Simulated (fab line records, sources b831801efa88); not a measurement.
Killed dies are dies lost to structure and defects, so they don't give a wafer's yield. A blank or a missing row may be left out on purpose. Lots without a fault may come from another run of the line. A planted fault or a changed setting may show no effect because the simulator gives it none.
Which tool did it? | flow gf180mcu | 12 lots, 36 wafers sampled, at 5 steps of a route of 602

WHAT THE GAUGES READ, wafer by wafer
GF_HV_LDD_TW_MEAS_50.
lot  | measured     | on            | HV_LDD_4_TW
L692 | day 12 10:58 | film_metro-03 | 556 560 560
L693 | day 12 18:07 | film_metro-03 | 556 558 560
L695 | day 13 15:18 | film_metro-02 | 581 585 586
L696 | day 13 22:50 | film_metro-02 | 585 581 585
L701 | day 15 08:51 | film_metro-02 | 946 945 944 947 954 951
L702 | day 15 18:15 | film_metro-04 | 951 951 949 954 944 946
L703 | day 16 04:11 | film_metro-02 | 581 582 580
L710 | day 18 07:12 | film_metro-04 | 579 576 576
L711 | day 18 15:53 | film_metro-02 | 579 582 582
L712 | day 19 06:46 | film_metro-04 | 576 576 572
L713 | day 19 10:56 | film_metro-03 | 559 560 561
L715 | day 20 03:20 | film_metro-04 | 582 581 580

GF_M1_OVL_MEAS_15.
lot  | measured     | on         | M1_OVL (nm)
L692 | day 17 03:19 | overlay-02 | 6 3 11
L693 | day 17 12:28 | overlay-01 | 2 0 2
L695 | day 18 12:37 | overlay-02 | -4 0 5
L696 | day 18 21:18 | overlay-01 | -2 -1 -1
L701 | day 20 14:03 | overlay-02 | -1 0 -3
L702 | day 21 00:06 | overlay-01 | 6 0 1
L703 | day 21 11:57 | overlay-01 | -3 4 5
L710 | day 23 13:31 | overlay-02 | -1 -9 0
L711 | day 23 22:13 | overlay-02 | 7 5 4
L712 | day 24 11:17 | overlay-02 | 8 1 -1
L713 | day 24 15:04 | overlay-01 | 1 3 1
L715 | day 25 04:27 | overlay-01 | 2 -3 3

GF_M2_OVL_MEAS_15.
lot  | measured     | on         | M2_OVL (nm)
L692 | day 19 06:10 | overlay-01 | -3 -7 -7
L693 | day 19 15:04 | overlay-02 | 4 -3 1
L695 | day 20 16:20 | overlay-01 | 6 5 2
L696 | day 21 01:51 | overlay-02 | 0 1 -6
L701 | day 22 15:58 | overlay-02 | -7 -3 -10
L702 | day 23 02:08 | overlay-02 | -1 -4 2
L703 | day 23 13:37 | overlay-01 | -2 3 -2
L710 | day 25 13:04 | overlay-01 | -9 5 3
L711 | day 25 20:46 | overlay-01 | 0 1 3
L712 | day 26 08:29 | overlay-02 | 0 5 1
L713 | day 26 11:20 | overlay-01 | 3 3 5
L715 | day 27 01:11 | overlay-01 | 1 5 2

WHICH TOOL RAN EACH LOT (tool, then ch and the chambers of the sampled wafers, then the start)
lot  | GF_DNWELL_STRIP_08                  | GF_HV_LDD_IMPLANT_48
L692 | plasma_asher-01 ch 0,1, day 2 21:41 | implanter-04 ch 0, day 12 10:44
L693 | plasma_asher-01 ch 0,1, day 3 02:35 | implanter-03 ch 0, day 12 17:54
L695 | plasma_asher-02 ch 0,1, day 3 13:38 | implanter-02 ch 0, day 13 15:05
L696 | plasma_asher-01 ch 0,1, day 3 18:56 | implanter-03 ch 0, day 13 22:35
L701 | plasma_asher-02 ch 0,1, day 4 18:53 | implanter-03 ch 0, day 15 08:36
L702 | plasma_asher-02 ch 0,1, day 5 00:11 | implanter-03 ch 0, day 15 18:00
L703 | plasma_asher-03 ch 0,1, day 5 04:56 | implanter-02 ch 0, day 16 03:56
L710 | plasma_asher-03 ch 0, day 6 17:14   | implanter-02 ch 0, day 18 06:58
L711 | plasma_asher-02 ch 0,1, day 6 22:53 | implanter-02 ch 0, day 18 15:38
L712 | plasma_asher-02 ch 0,1, day 7 04:47 | implanter-03 ch 0, day 19 06:32
L713 | plasma_asher-01 ch 0,1, day 7 09:14 | implanter-04 ch 0, day 19 10:41
L715 | plasma_asher-02 ch 0,1, day 7 22:44 | implanter-04 ch 0, day 20 03:06
- GF_DNWELL_STRIP_08: strips in O2/N2.
- GF_HV_LDD_IMPLANT_48

WHAT THE TOOLS THEMSELVES READ (means of the sampled wafers that have a number; where no wafer has one, the mark that the record gives instead)
GF_DNWELL_STRIP_08.
lot  | tool            | chamber_pressure_mTorr (mTorr) | drypump_motor_current_A (A) | heater_power_w (W) | oes_product_au (a.u.) | strip_time_to_endpoint_s (s)
L692 | plasma_asher-01 | 1500.7                         | 5.68                        | 358                | 0.723                 | 36.92
L693 | plasma_asher-01 | 1500.4                         | 5.72                        | 342                | 0.721                 | 37.07
L695 | plasma_asher-02 | 1499.6                         | 5.73                        | 343                | 0.724                 | 37.11
L696 | plasma_asher-01 | 1500.8                         | 5.69                        | 356                | 0.721                 | 37.15
L701 | plasma_asher-02 | 1500.1                         | 5.83                        | 355                | 0.720                 | 37.28
L702 | plasma_asher-02 | 1499.3                         | 5.83                        | 345                | 0.722                 | 37.10
L703 | plasma_asher-03 | 1500.2                         | 6.08                        | 359                | 0.721                 | 36.97
L710 | plasma_asher-03 | 1501.6                         | 6.14                        | 340                | 0.721                 | 37.01
L711 | plasma_asher-02 | 1499.2                         | 5.70                        | 336                | 0.724                 | 37.17
L712 | plasma_asher-02 | 1499.6                         | 5.83                        | 352                | 0.719                 | 36.95
L713 | plasma_asher-01 | 1499.6                         | 5.67                        | 363                | 0.722                 | 36.92
L715 | plasma_asher-02 | 1499.8                         | 5.71                        | 344                | 0.723                 | 37.06

GF_HV_LDD_IMPLANT_48.
lot  | tool         | beam_on_s (s) | dose_ions_cm2 | end_station_pressure_torr (Torr) | faraday_current_uA
L692 | implanter-04 | 9.93          | 3e+13         | 5.26e-06                         | 171
L693 | implanter-03 | 10.02         | 3e+13         | 5.24e-06                         | 169
L695 | implanter-02 | 9.82          | 3e+13         | 5.08e-06                         | 172
L696 | implanter-03 | 10.03         | 3e+13         | 5.18e-06                         | 168
L701 | implanter-03 | 10.99         | 1e+14         | 5.65e-06                         | 721
L702 | implanter-03 | 10.85         | 1e+14         | 5.56e-06                         | 728
L703 | implanter-02 | 9.96          | 3e+13         | 4.91e-06                         | 170
L710 | implanter-02 | 10.01         | 3e+13         | 5.20e-06                         | 169
L711 | implanter-02 | 10.24         | 3e+13         | 5.22e-06                         | 165
L712 | implanter-03 | 9.87          | 3e+13         | 5.40e-06                         | 172
L713 | implanter-04 | 10.08         | 3e+13         | 5.07e-06                         | 168
L715 | implanter-04 | 9.88          | 3e+13         | 5.03e-06                         | 171

THE ANSWER, worked out from the rows above alone
Rule: what is usual is taken from the lots themselves. Put in order of their means at a reading, lots are off if they are a third of the lots or fewer, leave a main group of 4 or more, and stand apart from it by a gap of 3 or more times the standard deviation of the main group's means; of several such gaps the widest counts. A main group whose means are all the same, to the digits that the tables above print for the reading, isn't used. A lot without any number at a reading at which 4 lots or more have one is off too. The other lots that the step has rows for count as sound. The gauges are gone through in route order, then the tools' own readings, and for those a lot's mean is taken as printed above. The first step at which some lot is off is used, and at that step the reading that is off furthest; a lot without a number counts as furthest.
Off: L701, L702, at GF_HV_LDD_TW_MEAS_50 (HV_LDD_4_TW). The main group: mean 574, standard deviation 10.
A tool fits if, at a process step before that reading, it ran every lot that is off, and no sound lot after the first of them. The gauges at GF_HV_LDD_TW_MEAS_50 aren't tried: what is off there is off at GF_HV_LDD_IMPLANT_48 too, on other tools, and a gauge's error can't cause that. None of those tried fits.

WHAT THE SIMULATOR HAD PUT IN
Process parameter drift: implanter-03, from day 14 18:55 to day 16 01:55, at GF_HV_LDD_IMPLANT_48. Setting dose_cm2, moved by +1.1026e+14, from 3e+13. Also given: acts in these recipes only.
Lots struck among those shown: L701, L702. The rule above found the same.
